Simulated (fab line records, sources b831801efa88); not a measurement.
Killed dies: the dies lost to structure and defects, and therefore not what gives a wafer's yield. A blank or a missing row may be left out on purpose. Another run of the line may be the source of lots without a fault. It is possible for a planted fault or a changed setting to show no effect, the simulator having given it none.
Which tool is to blame? / flow sky130 / 12 lots, 36 wafers sampled, at 1 step of a route of 708

WHAT EACH GAUGE READ, for each wafer
SKY_VIA1_THK_MEAS_23: measures by xrf.
lot=L075; measured=day 34 07:02; on=film-metro-01; VIA1_W_THK (nm)=275.0 278.3 272.1
lot=L077; measured=day 34 20:24; on=film-metro-04; VIA1_W_THK (nm)=271.4 273.1 273.7
lot=L079; measured=day 35 13:45; on=film-metro-02; VIA1_W_THK (nm)=276.2 275.4 276.6
lot=L081; measured=day 36 07:50; on=film-metro-02; VIA1_W_THK (nm)=272.5 272.2 276.0
lot=L083; measured=day 37 03:25; on=film-metro-01; VIA1_W_THK (nm)=273.0 273.5 271.7
lot=L085; measured=day 37 14:36; on=film-metro-02; VIA1_W_THK (nm)=267.4 265.1 271.0
lot=L087; measured=day 38 07:37; on=film-metro-04; VIA1_W_THK (nm)=273.3 281.2 272.2
lot=L089; measured=day 38 22:27; on=film-metro-01; VIA1_W_THK (nm)=269.2 270.1 272.4
lot=L092; measured=day 39 17:26; on=film-metro-04; VIA1_W_THK (nm)=272.9 273.0 271.9
lot=L093; measured=day 40 01:10; on=film-metro-01; VIA1_W_THK (nm)=271.1 273.5 274.9
lot=L095; measured=day 40 12:49; on=film-metro-02; VIA1_W_THK (nm)=272.8 274.1 275.3
lot=L097; measured=day 41 00:20; on=film-metro-04; VIA1_W_THK (nm)=275.8 276.8 276.2

EACH LOT AND THE TOOL THAT RAN IT (in order: tool; ch and the chambers of the sampled wafers; start)
Before these readings, the record contains no process step.

THE ANSWER, worked out from the rows above alone
Rule: the usual values come from the lots themselves. Put in order of their means at a reading, lots are off if they are a third of the lots or fewer, leave a main group of 4 or more, and stand apart from it by a gap of 3 or more times the standard deviation of the main group's means; of several such gaps the widest counts. A main group whose means are all the same, to the digits that the tables above print for the reading, isn't used. Also off: a lot with no number at a reading for which 4 or more lots have one. Where the step has rows for the other lots, those lots are counted as sound.
No lot is off on any of the readings shown, so nothing can be concluded from this.

WHAT WAS PUT IN BY THE SIMULATOR
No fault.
